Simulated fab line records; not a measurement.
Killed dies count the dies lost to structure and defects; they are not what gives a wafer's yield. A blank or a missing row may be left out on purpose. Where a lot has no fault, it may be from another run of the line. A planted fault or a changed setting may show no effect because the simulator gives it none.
Which tool did it?	flow sky130	route of 708 steps, sampled at 1 step: 11 lots, 33 wafers

## WHAT THE GAUGES SHOWED, per wafer
SKY_SD_N_TW_MEAS_12.
lot	measured	on	SD_N_TW
L607	day 27 05:47	film metro-03	3947 3981 3967
L608	day 27 21:44	film metro-03	3975 3968 3972
L609	day 28 07:35	film metro-04	4005 4006 4008
L610	day 28 21:40	film metro-03	3976 3988 3981
L612	day 29 09:16	film metro-02	3979 3973 3971
L619	day 32 00:31	film metro-03	3965 3962 3957
L620	day 32 06:26	film metro-03	3937 3950 3928
L624	day 33 12:46	film metro-03	3963 3970 3952
L628	day 34 20:47	film metro-02	3971 3977 3976
L629	day 35 07:23	film metro-04	4024 4014 4007
L630	day 35 10:56	film metro-03	3991 3955 3985

## EACH LOT AND THE TOOL THAT RAN IT (in order: tool; ch and the chambers of the sampled wafers; start)
The record holds no process step before these readings.

## THE ANSWER, worked out from the rows above alone
Rule: the usual values come from the lots themselves. Put in order of their means at a reading, lots are off if they are a third of the lots or fewer, leave a main group of 4 or more, and stand apart from it by a gap of 3 or more times the standard deviation of the main group's means; of several such gaps the widest counts. A main group whose means are all the same, to the digits that the tables above print for the reading, isn't used. Also off: a lot with no number at a reading for which 4 or more lots have one. Where the step has rows for the other lots, those lots are counted as sound.
No lot is off at any reading shown: from this, nothing can be told.

## WHAT HAD BEEN PUT IN BY THE SIMULATOR
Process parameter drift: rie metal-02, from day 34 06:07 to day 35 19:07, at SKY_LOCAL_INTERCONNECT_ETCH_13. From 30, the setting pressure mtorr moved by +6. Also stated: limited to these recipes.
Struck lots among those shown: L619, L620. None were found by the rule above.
